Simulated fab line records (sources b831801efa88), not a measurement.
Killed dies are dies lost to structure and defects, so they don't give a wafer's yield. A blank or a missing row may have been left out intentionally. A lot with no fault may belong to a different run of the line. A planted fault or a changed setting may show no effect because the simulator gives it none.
fab line records    flow sky130    part 1 of 2: steps 1 to 30 of 31
[record] lots = 6  wafers = 18  last-day = 50
route steps=708 shown LI_CONTACT@375 LOCAL_INTERCONNECT@387 PAD_OPEN@708
lots with no fault: from the same line, run without faults
start-h: hours from the record's first day to the start of the lot's first wafer shown    wait-h: hours since the lot's step before    " as in the row above    L1.1+2: a single row standing in for several wafers    - no value, or no start was given    * or withheld: withheld    < > ~ a bound
route shown NAME@n: names a module that has steps shown in the file, with the first one's number in the route    usual: mean/standard deviation of fault-free wafers    same: alike in all rows    chamber/n: place in a boat    sites: per-site readings    _std_site: how widely they spread, as a standard deviation    _edge_site: outer sites' mean less inner sites'    radius-mm: for every site, how far away it sits from the centre of the wafer    mask NAME#n: copy n    behind: the tool/chamber that last shaped the wafer    hold: cause of the lot's hold/its duration in hours/its outcome    device: the n, p or np transistor that did not switch    end of line: the route-end tests of the same wafers    a step with no rows: only its recipe    killed: at the first sort, the dies lost to defects and structure; wafer yield is something else    map: dies across one wafer; x = killed, . = not, _ = none there
set.NAME: the setting the step ran with; set.NAME@STEP: the setting that earlier step ran with    model.NAME: the simulator's own value behind a step, which no gauge read
lots at some steps of the route; a table a step, a row a wafer
services: when a tool's chamber went out of use (start-h, in hours from the record's first day, below 0 if earlier), for how many hours, and the reason
[[steps]]
[step SKY_LI_CONTACT_OVL_MEAS_13]
[usual] LI_CONTACT_OVL = -2/5.5
lot.wafer  tool        chamber  start-h  wait-h  LI_CONTACT_OVL[nm]
L187.3     overlay-02  -        733.40   0.1     -11
L187.4     "           -        "        "       0
L187.6     "           -        "        "       -4
L188.2     overlay-01  -        739.62   0.1     -12
L188.3     "           -        "        "       -1
L188.5     "           -        "        "       -3
L189.1     overlay-01  -        743.91   0.1     -10
L189.4     "           -        "        "       -7
L189.5     "           -        "        "       -8
L197.3     overlay-02  -        803.68   0.1     -6
L197.5     "           -        "        "       2
L197.6     "           -        "        "       -7
L201.1     overlay-02  -        825.93   0.1     -4
L201.2     "           -        "        "       3
L201.6     "           -        "        "       -2
L204.3     overlay-01  -        860.97   0.1     -4
L204.4     "           -        "        "       -5
L204.5     "           -        "        "       -3
[step SKY_LI_CONTACT_ETCH_14]
[recipe] chemistry = N2/H2  target = BARC  ion-energy-ev = 200  source-w = 500  bias-w = 100  pressure-mtorr = 30  n2-flow-sccm = 100  h2-flow-sccm = 200  stop-on = SiO2  time-s = 45.9  target-depth-a = 600
[step SKY_LI_CONTACT_ETCH_15]
[recipe] target = PSG  chemistry = C4F8/O2/Ar  stop-on = Si  taper-deg = 4.15  mask-material = KrF-thick  source-w = 1500  bias-w = 1200  pressure-mtorr = 40  c4f8-flow-sccm = withheld  O2_flow_sccm = 6  Ar_flow_sccm = 300  time-s = withheld  target-depth-a = 6000
[step SKY_LI_CONTACT_STRIP_16]
[recipe] chemistry = O2/N2  power-w = 1400  pressure-mtorr = 1500  platen-temp-c = withheld  o2-flow-sccm = 3000  n2-flow-sccm = 300  overash-fraction = 0.5
[usual] drypump-motor-current-A = 5.6/0.48  o2-flow-sccm = 3000/9.2  oes-product-au = 0.374/0.0048  strip-time-to-endpoint-s = 3.46/0.044
lot.wafer  tool             chamber  start-h  wait-h  drypump-motor-current-A  o2-flow-sccm  oes-product-au  rf-hours-counter-h  strip-time-to-endpoint-s
L187.3     plasma-asher-03  1        733.58   -       5.3                      2989          0.373           -                   3.46
L187.4     "                0        "        "       5.3                      3003          0.375           -                   3.46
L187.6     "                1        "        "       5.3                      2981          0.373           -                   3.42
L188.2     plasma-asher-04  0        739.78   -       5.2                      2998          0.373           30                  3.41
L188.3     "                0        "        "       5.3                      2998          0.376           -                   3.42
L188.5     "                0        "        "       5.3                      3002          0.377           -                   3.43
L189.1     plasma-asher-01  1        744.08   -       6.7                      2994          0.377           89                  3.38
L189.4     "                0        "        "       5.8                      3011          0.370           -                   3.38
L189.5     "                0        "        "       5.8                      2990          0.363           -                   3.39
L197.3     plasma-asher-04  0        803.86   -       5.2                      2988          0.375           -                   3.50
L197.5     "                0        "        "       5.2                      2994          0.370           -                   3.45
L197.6     "                1        "        "       5.9                      3000          0.385           -                   3.49
L201.1     plasma-asher-01  1        826.10   -       6.7                      2999          0.377           96                  3.47
L201.2     "                0        "        "       5.8                      3007          0.368           96                  3.41
L201.6     "                1        "        "       6.7                      2995          0.373           -                   3.46
L204.3     plasma-asher-04  1        861.16   -       5.9                      2992          0.373           -                   3.42
L204.4     "                0        "        "       5.2                      3013          0.368           -                   3.49
L204.5     "                1        "        "       5.9                      2993          0.378           -                   3.50
[step SKY_LI_CONTACT_CLEAN_17]
[recipe] chemistry = NMP  time-s = 600  temp-c = 60  dry = n2-spin
[step SKY_LI_CONTACT_PRE_CLEAN_18]
[recipe] gas = Ar  time-s = 5.6  bias-v = 358
[step SKY_LI_CONTACT_SPUTTER_19]
[recipe] material = Ti  target-thk-nm = 20  chamber-pressure-pa = 5  power-w = 2500  substrate-temp-c = 200  time-s = 106.37
[step SKY_LI_CONTACT_SPUTTER_20]
[recipe] material = TiN  target-thk-nm = 20  chamber-pressure-pa = 5  power-w = 4000  time-s = 80
[usual] cathode-dc-power-W = 3999.9/0.72  throttle-valve-pct = 30.1/0.94
[same] time-s = 80
lot.wafer  tool            chamber  start-h  wait-h  cathode-dc-power-W  throttle-valve-pct
L187.3     pvd-sputter-02  -        733.93   0.0     3998.5              32.0
L187.4     "               -        "        "       4000.4              30.0
L187.6     "               -        "        "       4001.1              29.2
L188.2     pvd-sputter-03  -        740.16   0.0     4001.4              29.5
L188.3     "               -        "        "       3999.7              30.0
L188.5     "               -        "        "       4000.7              30.3
L189.1     pvd-sputter-01  -        744.45   0.0     4000.1              30.0
L189.4     "               -        "        "       3999.3              30.9
L189.5     "               -        "        "       4001.0              30.3
L197.3     pvd-sputter-02  -        804.21   0.0     3999.1              29.1
L197.5     "               -        "        "       3998.9              29.1
L197.6     "               -        "        "       3999.6              29.9
L201.1     pvd-sputter-01  -        826.64   0.0     4000.9              30.0
L201.2     "               -        "        "       4000.7              30.2
L201.6     "               -        "        "       3998.6              29.0
L204.3     pvd-sputter-01  -        861.51   0.0     4000.2              28.9
L204.4     "               -        "        "       4000.2              30.3
L204.5     "               -        "        "       3999.3              29.1
[step SKY_LI_CONTACT_CVD_21]
[recipe] material = W  target-thk-nm = 400  time-s = 120.56  temp-c = 400  pressure-torr = 40
[step SKY_LI_CONTACT_RS_MEAS_22]
[recipe] thk-meas-gauge = four-point-probe  reads = W_of_LI_CONTACT_CVD_21+TiN_of_LI_CONTACT_SPUTTER_20+Ti_of_LI_CONTACT_SPUTTER_19
[usual] LI_CONTACT_W_RS = 0.2840/0.0028
lot.wafer  tool           chamber  start-h  wait-h  LI_CONTACT_W_RS[ohm/sq]
L187.3     film-metro-01  -        734.16   0.1     0.2841
L187.4     "              -        "        "       0.2789
L187.6     "              -        "        "       0.2802
L188.2     film-metro-02  -        740.37   0.1     0.2846
L188.3     "              -        "        "       0.2852
L188.5     "              -        "        "       0.2850
L189.1     film-metro-02  -        744.63   0.1     0.2832
L189.4     "              -        "        "       0.2833
L189.5     "              -        "        "       0.2873
L197.3     film-metro-02  -        804.44   0.1     0.2826
L197.5     "              -        "        "       0.2814
L197.6     "              -        "        "       0.2796
L201.1     film-metro-04  -        826.83   0.1     0.2855
L201.2     "              -        "        "       0.2829
L201.6     "              -        "        "       0.2813
L204.3     film-metro-04  -        861.74   0.1     0.2831
L204.4     "              -        "        "       0.2789
L204.5     "              -        "        "       0.2840
[step SKY_LI_CONTACT_THK_MEAS_23]
[recipe] thk-meas-gauge = xrf  reads = W_of_LI_CONTACT_CVD_21
[usual] LI_CONTACT_W_THK = 394/4.6
lot.wafer  tool           chamber  start-h  wait-h  LI_CONTACT_W_THK[nm]
L187.3     film-metro-01  -        734.26   0.1     390
L187.4     "              -        "        "       395
L187.6     "              -        "        "       394
L188.2     film-metro-02  -        740.48   0.1     400
L188.3     "              -        "        "       399
L188.5     "              -        "        "       398
L189.1     film-metro-02  -        744.75   0.1     401
L189.4     "              -        "        "       399
L189.5     "              -        "        "       393
L197.3     film-metro-02  -        804.54   0.1     399
L197.5     "              -        "        "       398
L197.6     "              -        "        "       403
L201.1     film-metro-04  -        826.95   0.1     391
L201.2     "              -        "        "       389
L201.6     "              -        "        "       394
L204.3     film-metro-04  -        861.84   0.1     394
L204.4     "              -        "        "       400
L204.5     "              -        "        "       391
[step SKY_LI_CONTACT_CMP_24]
[recipe] stop-on = PSG  t-overpolish-s = 20  down-force-psi = 3.5  platen-rpm = 60  target-thk-nm = 0  pad-velocity-m-s = 0.94248
[usual] motor-current-A = 11.1/0.79  overpolish-run-s = 19.999/0.0099  time-to-endpoint-s = 97/4.3
[same] t-overpolish-s = 20
lot.wafer  tool    chamber  start-h  wait-h  motor-current-A  overpolish-run-s  time-to-endpoint-s
L187.3     cmp-01  1        734.30   0.0     12.1             19.996            90
L187.4     "       3        "        "       11.2             20.000            94
L187.6     "       1        "        "       12.7             19.988            92
L188.3     cmp-01  2        740.58   0.1     9.8              19.985            100
L188.2     "       3        "        "       11.5             19.992            96
L188.5     "       2        "        "       9.6              19.998            98
L189.4     cmp-01  0        744.81   0.0     10.0             19.990            102
L189.1     "       2        "        "       9.7              19.989            98
L189.5     "       1        "        "       11.7             20.008            90
L197.3     cmp-02  2        804.90   0.3     11.4             19.998            100
L197.6     "       0        "        "       11.1             19.980            101
L197.5     "       1        "        "       10.6             19.993            102
L201.2     cmp-02  0        827.11   0.1     11.6             19.988            95
L201.1     "       1        "        "       10.3             20.011            98
L201.6     "       3        "        "       11.3             20.014            92
L204.4     cmp-01  2        861.88   0.0     10.4             19.993            98
L204.3     "       0        "        "       10.5             19.980            100
L204.5     "       3        "        "       11.2             20.006            96
[step SKY_LOCAL_INTERCONNECT_SPUTTER_00]
[recipe] material = TiN  target-thk-nm = 100  temp-c = 300  power-w = 6500  time-s = 83.3  chamber-pressure-pa = 0.4
[usual] cathode-dc-power-W = 6500.0/1.2  throttle-valve-pct = 30.8/1
lot.wafer  tool            chamber  start-h  wait-h  cathode-dc-power-W  throttle-valve-pct  model.TiN_of_LOCAL_INTERCONNECT_SPUTTER_00.thk-nm
L187.3     pvd-sputter-01  -        734.62   0.3     6500.1              30.3                98.03
L187.4     "               -        "        "       6501.1              30.6                98.9
L187.6     "               -        "        "       6498.2              31.0                98.8
L188.2     pvd-sputter-04  -        740.83   0.1     6501.5              32.1                87.3
L188.3     "               -        "        "       6501.3              31.5                88.08
L188.5     "               -        "        "       6501.3              29.9                90.23
L189.1     pvd-sputter-04  -        745.11   0.1     6496.9              29.9                89.35
L189.4     "               -        "        "       6499.9              32.3                87.45
L189.5     "               -        "        "       6500.4              31.7                88.95
L197.3     pvd-sputter-01  -        805.10   0.1     6499.2              29.8                100.6
L197.5     "               -        "        "       6500.6              30.1                100.9
L197.6     "               -        "        "       6498.4              28.9                100.7
L201.1     pvd-sputter-03  -        827.31   0.1     6498.8              29.4                99.77
L201.2     "               -        "        "       6499.7              30.3                98.87
L201.6     "               -        "        "       6498.8              29.5                99.91
L204.3     pvd-sputter-04  -        862.18   0.1     6499.9              32.2                100.6
L204.4     "               -        "        "       6499.3              31.8                100.3
L204.5     "               -        "        "       6501.1              31.9                99.1
[step SKY_LOCAL_INTERCONNECT_RS_MEAS_01]
[recipe] thk-meas-gauge = four-point-probe  reads = TiN_of_LOCAL_INTERCONNECT_SPUTTER_00
[usual] LOCAL_INTERCONNECT_TIN_RS = 14.15/0.17
lot.wafer  tool           chamber  start-h  wait-h  LOCAL_INTERCONNECT_TIN_RS[ohm/sq]
L187.3     film-metro-02  -        734.73   0.1     14.44
L187.4     "              -        "        "       14.29
L187.6     "              -        "        "       14.30
L188.2     film-metro-04  -        740.91   0.1     16.32
L188.3     "              -        "        "       16.15
L188.5     "              -        "        "       15.75
L189.1     film-metro-04  -        745.18   0.0     15.89
L189.4     "              -        "        "       16.27
L189.5     "              -        "        "       15.99
L197.3     film-metro-03  -        805.20   0.1     14.06
L197.5     "              -        "        "       14.02
L197.6     "              -        "        "       14.03
L201.1     film-metro-02  -        827.37   0.0     14.15
L201.2     "              -        "        "       14.32
L201.6     "              -        "        "       14.14
L204.3     film-metro-03  -        862.29   0.1     14.05
L204.4     "              -        "        "       14.11
L204.5     "              -        "        "       14.28
[step SKY_LOCAL_INTERCONNECT_THK_MEAS_02]
[recipe] thk-meas-gauge = xrf  reads = TiN_of_LOCAL_INTERCONNECT_SPUTTER_00
[usual] LOCAL_INTERCONNECT_TIN_THK = 99.8/1.2
lot.wafer  tool           chamber  start-h  wait-h  LOCAL_INTERCONNECT_TIN_THK[nm]
L187.3     film-metro-02  -        734.83   0.1     97.5
L187.4     "              -        "        "       98.3
L187.6     "              -        "        "       98.2
L188.2     film-metro-04  -        741.02   0.1     87.5
L188.3     "              -        "        "       87.9
L188.5     "              -        "        "       90.4
L189.1     film-metro-04  -        745.30   0.1     90.1
L189.4     "              -        "        "       88.2
L189.5     "              -        "        "       89.6
L197.3     film-metro-03  -        805.30   0.1     100.3
L197.5     "              -        "        "       100.7
L197.6     "              -        "        "       100.5
L201.1     film-metro-02  -        827.49   0.1     98.8
L201.2     "              -        "        "       97.7
L201.6     "              -        "        "       98.9
L204.3     film-metro-03  -        862.39   0.1     101.0
L204.4     "              -        "        "       100.0
L204.5     "              -        "        "       99.3
[step SKY_LOCAL_INTERCONNECT_DEHYDRATE_03]
[recipe] temp-c = 200  time-s = 60
[step SKY_LOCAL_INTERCONNECT_HMDS_04]
[recipe] prime-time-s = 60  prime-temp-c = 120
[step SKY_LOCAL_INTERCONNECT_COAT_05]
[recipe] resist = BARC  temp-c = withheld  time-s = withheld  spin-rpm = 3000  resist-thk-nm = 60
[step SKY_LOCAL_INTERCONNECT_COAT_06]
[recipe] resist = KrF-thick  spin-rpm = 3000  resist-thk-nm = 450
[step SKY_LOCAL_INTERCONNECT_SOFTBAKE_07]
[recipe] temp-c = 100  time-s = 90  resist = KrF-thick
[step SKY_LOCAL_INTERCONNECT_EXPOSE_08]
[recipe] mask-id = LI1M  na = 0.8  source-shape = annular  sigma-inner = 0.55  sigma-outer = 0.85  target-cd-nm = 170  dose-mj = 28
[step SKY_LOCAL_INTERCONNECT_PEB_09]
[recipe] peb-temp-c = withheld  peb-time-s = withheld  resist = KrF-thick
[step SKY_LOCAL_INTERCONNECT_DEVELOP_10]
[recipe] develop-time-s = 60  resist = KrF-thick  dev-temp-c = 21
[step SKY_LOCAL_INTERCONNECT_CD_MEAS_11]
[recipe] target-cd-nm = 170
[usual] cd-nm = 169.6/1.8
lot.wafer  tool       chamber  start-h  wait-h  cd-nm
L187.3     cd-sem-02  -        761.60   -       169.2
L187.4     "          -        "        "       170.6
L187.6     "          -        "        "       168.7
L188.2     cd-sem-02  -        767.91   -       168.4
L188.3     "          -        "        "       170.3
L188.5     "          -        "        "       169.5
L189.1     cd-sem-01  -        772.41   -       170.4
L189.4     "          -        "        "       171.7
L189.5     "          -        "        "       170.3
L197.3     cd-sem-02  -        831.68   -       169.9
L197.5     "          -        "        "       170.9
L197.6     "          -        "        "       170.3
L201.1     cd-sem-02  -        854.06   -       168.0
L201.2     "          -        "        "       167.7
L201.6     "          -        "        "       167.4
L204.3     cd-sem-02  -        888.69   -       167.7
L204.4     "          -        "        "       168.6
L204.5     "          -        "        "       167.5
[step SKY_LOCAL_INTERCONNECT_OVL_MEAS_12]
[usual] LOCAL_INTERCONNECT_OVL = 2/5.8
lot.wafer  tool        chamber  start-h  wait-h  LOCAL_INTERCONNECT_OVL[nm]
L187.3     overlay-01  -        761.70   0.1     -3
L187.4     "           -        "        "       -1
L187.6     "           -        "        "       8
L188.2     overlay-01  -        768.02   0.1     10
L188.3     "           -        "        "       14
L188.5     "           -        "        "       16
L189.1     overlay-01  -        772.53   0.1     2
L189.4     "           -        "        "       4
L189.5     "           -        "        "       6
L197.3     overlay-01  -        831.78   0.1     -5
L197.5     "           -        "        "       0
L197.6     "           -        "        "       2
L201.1     overlay-02  -        854.18   0.1     3
L201.2     "           -        "        "       -1
L201.6     "           -        "        "       2
L204.3     overlay-02  -        888.79   0.1     -8
L204.4     "           -        "        "       -4
L204.5     "           -        "        "       -14
[step SKY_LOCAL_INTERCONNECT_ETCH_13]
[recipe] chemistry = N2/H2  target = BARC  ion-energy-ev = 200  bias-w = 100  pressure-mtorr = 30  n2-flow-sccm = 100  h2-flow-sccm = 200  icp-w = 500  stop-on = SiO2  time-s = 45.9  target-depth-a = 600
[usual] drypump-motor-current-A = 6.14/0.28  oes-product-au = 0.854/0.0047  throttle-valve-pct = 13.226/0.0097
[same] time-s = 45.9
lot.wafer  tool          chamber  start-h  wait-h  drypump-motor-current-A  oes-product-au  rf-hours-counter-h  throttle-valve-pct
L187.3     rie-metal-04  1        761.74   0.0     6.52                     0.841           -                   13.231
L187.4     "             0        "        "       6.15                     0.854           -                   13.213
L187.6     "             0        "        "       6.13                     0.852           -                   13.229
L188.2     rie-metal-03  0        768.05   0.0     6.11                     0.852           15                  13.236
L188.3     "             1        "        "       6.19                     0.856           -                   13.213
L188.5     "             1        "        "       6.22                     0.849           -                   13.227
L189.1     rie-metal-01  1        772.57   0.0     5.65                     0.854           9                   13.232
L189.4     "             1        "        "       5.66                     0.845           -                   13.218
L189.5     "             1        "        "       5.58                     0.845           -                   13.234
L197.3     rie-metal-01  0        831.82   0.0     5.47                     0.849           -                   13.237
L197.5     "             1        "        "       5.61                     0.853           -                   13.230
L197.6     "             0        "        "       5.44                     0.848           -                   13.221
L201.1     rie-metal-03  0        854.22   0.0     6.12                     0.859           0                   13.241
L201.2     "             1        "        "       6.23                     0.857           12                  13.210
L201.6     "             1        "        "       6.20                     0.862           -                   13.231
L204.3     rie-metal-03  0        888.83   0.0     6.09                     0.853           -                   13.230
L204.4     "             1        "        "       6.19                     0.848           -                   13.225
L204.5     "             0        "        "       6.10                     0.847           -                   13.225
[step SKY_LOCAL_INTERCONNECT_METAL_ETCH_14]
[recipe] target-depth-nm = 110  stop-on = PSG  chemistry = Cl2/BCl3  target = TiN  resist-sidewall-deg = 88  pressure-mtorr = 10  icp-w = 900  bias-w = 48.5  Cl2_flow_sccm = 60  bcl3-flow-sccm = 30  time-s = 31.4
[usual] drypump-motor-current-A = 6.13/0.28  oes-product-au = 0.941/0.008  throttle-valve-pct = 21.900/0.0092
[same] time-s = 31.4
lot.wafer  tool          chamber  start-h  wait-h  drypump-motor-current-A  oes-product-au  rf-hours-counter-h  throttle-valve-pct
L187.3     rie-metal-04  1        761.80   0.0     6.50                     0.927           -                   21.898
L187.4     "             0        "        "       6.13                     0.932           -                   21.909
L187.6     "             0        "        "       6.14                     0.937           -                   21.912
L188.2     rie-metal-03  0        768.11   0.0     6.09                     0.872           15                  21.958
L188.3     "             1        "        "       6.19                     0.882           -                   21.946
L188.5     "             1        "        "       6.19                     0.880           -                   21.929
L189.1     rie-metal-01  1        772.63   0.0     5.63                     0.876           9                   21.934
L189.4     "             1        "        "       5.64                     0.870           -                   21.942
L189.5     "             1        "        "       5.63                     0.878           -                   21.949
L197.3     rie-metal-01  0        831.88   0.0     5.46                     0.950           -                   21.884
L197.5     "             1        "        "       5.64                     0.948           -                   21.894
L197.6     "             0        "        "       5.42                     0.936           -                   21.902
L201.1     rie-metal-03  0        854.28   0.0     6.11                     0.949           0                   21.902
L201.2     "             1        "        "       6.19                     0.932           12                  21.902
L201.6     "             1        "        "       6.20                     0.936           -                   21.906
L204.3     rie-metal-03  0        888.89   0.0     6.09                     0.938           -                   21.898
L204.4     "             1        "        "       6.18                     0.950           -                   21.902
L204.5     "             0        "        "       6.09                     0.941           -                   21.908
[step SKY_LOCAL_INTERCONNECT_STRIP_15]
[recipe] chemistry = O2/N2  power-w = 1400  pressure-mtorr = 1500  platen-temp-c = withheld  o2-flow-sccm = 3000  n2-flow-sccm = 300  overash-fraction = 0.5
[usual] drypump-motor-current-A = 5.6/0.31  o2-flow-sccm = 3000/8.5  oes-product-au = 0.428/0.0042  strip-time-to-endpoint-s = 4.735/0.018
lot.wafer  tool             chamber  start-h  wait-h  drypump-motor-current-A  o2-flow-sccm  oes-product-au  rf-hours-counter-h  strip-time-to-endpoint-s
L187.3     plasma-asher-04  0        761.87   0.1     5.2                      3011          0.423           -                   4.771
L187.4     "                1        "        "       5.9                      3009          0.426           -                   4.763
L187.6     "                1        "        "       5.9                      2997          0.425           -                   4.734
L188.2     plasma-asher-02  0        768.16   0.0     6.0                      2995          0.425           69                  4.756
L188.3     "                1        "        "       5.7                      3011          0.430           -                   4.777
L188.5     "                0        "        "       6.0                      3004          0.434           -                   4.760
L189.1     plasma-asher-02  1        772.68   0.0     5.7                      3002          0.434           70                  4.719
L189.4     "                1        "        "       5.8                      2995          0.423           -                   4.707
L189.5     "                0        "        "       6.0                      3005          0.423           -                   4.718
L197.3     plasma-asher-04  0        831.95   0.1     5.2                      3012          0.425           -                   4.731
L197.5     "                1        "        "       5.9                      2987          0.435           -                   4.738
L197.6     "                0        "        "       5.2                      3003          0.438           -                   4.741
L201.1     plasma-asher-02  0        854.33   0.0     6.0                      3007          0.438           78                  4.742
L201.2     "                1        "        "       5.7                      3013          0.430           78                  4.749
L201.6     "                1        "        "       5.7                      3000          0.418           -                   4.698
L204.3     plasma-asher-03  1        888.96   0.1     5.3                      3012          0.425           -                   4.733
L204.4     "                0        "        "       5.3                      2993          0.428           -                   4.722
L204.5     "                0        "        "       5.3                      3003          0.428           -                   4.711
[step SKY_LOCAL_INTERCONNECT_STRIP_16]
[recipe] chemistry = post-etch-residue-remover  time-s = 1200  temp-c = 72.5
[same] time-s = 1200
lot.wafer  tool          chamber  start-h  wait-h  model.TiN_of_LOCAL_INTERCONNECT_SPUTTER_00.thk-nm
L187.3     wet-bench-03  3        761.93   0.0     97.61
L187.4     "             3        "        "       98.48
L187.6     "             3        "        "       98.38
L188.2     wet-bench-03  1        768.26   0.1     86.88
L188.3     "             1        "        "       87.66
L188.5     "             1        "        "       89.8
L189.1     wet-bench-02  1        772.78   0.1     88.92
L189.4     "             1        "        "       87.03
L189.5     "             1        "        "       88.52
L197.3     wet-bench-02  2        832.01   0.0     100.2
L197.5     "             2        "        "       100.5
L197.6     "             2        "        "       100.3
L201.1     wet-bench-04  3        854.43   0.1     99.35
L201.2     "             3        "        "       98.46
L201.6     "             3        "        "       99.5
L204.3     wet-bench-03  0        889.02   0.0     100.2
L204.4     "             0        "        "       99.91
L204.5     "             0        "        "       98.69
[step SKY_LOCAL_INTERCONNECT_CLEAN_17]
[recipe] chemistry = IPA  time-s = 180  temp-c = 25
[[key]]
[first-sign] step = SKY_LOCAL_INTERCONNECT_RS_MEAS_01  reading = LOCAL_INTERCONNECT_TIN_RS  direction = up  sigmas = 12  usual = 14.15  struck = 16.06
[effect] step = SKY_LOCAL_INTERCONNECT_THK_MEAS_02  reading = LOCAL_INTERCONNECT_TIN_THK  direction = down  sigmas = 9.1  usual = 99.8  struck = 88.9
[effect] step = SKY_LOCAL_INTERCONNECT_METAL_ETCH_14  reading = oes-product-au  direction = down  sigmas = 8.1  usual = 0.941  struck = 0.876
[model-effect] step = SKY_LOCAL_INTERCONNECT_SPUTTER_00  value = TiN_of_LOCAL_INTERCONNECT_SPUTTER_00.thk-nm  without = 98.91  struck = 88.56
[model-effect] step = SKY_LOCAL_INTERCONNECT_STRIP_16  value = TiN_of_LOCAL_INTERCONNECT_SPUTTER_00.thk-nm  without = 98.49  struck = 88.14
[model-effect] step = SKY_PAD_OPEN_PROBE_99  value = etest.res-li.line-ohm-um  without = 75.42  struck = 84.23
met-at SKY_LOCAL_INTERCONNECT_SPUTTER_00
struck-wafers L188.2,L188.3,L188.5,L189.1,L189.4,L189.5
tester-left-out L188,L189
[fault] kind = process-parameter-drift  tool = pvd-sputter-04  chamber = -  onset-h = 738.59  steps = SKY_LOCAL_INTERCONNECT_SPUTTER_00  channel = time-s  offset = *  shape = step  end-h = 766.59  acts-in = *  stated = *
// tester-left-out: of these lots the tester's yield and bins aren't shown, on N5 and GAA mostly nor the transistor test; their killed dies are dies lost to structure and defects alone, not to doping, threshold or leakage, so they don't give the yield
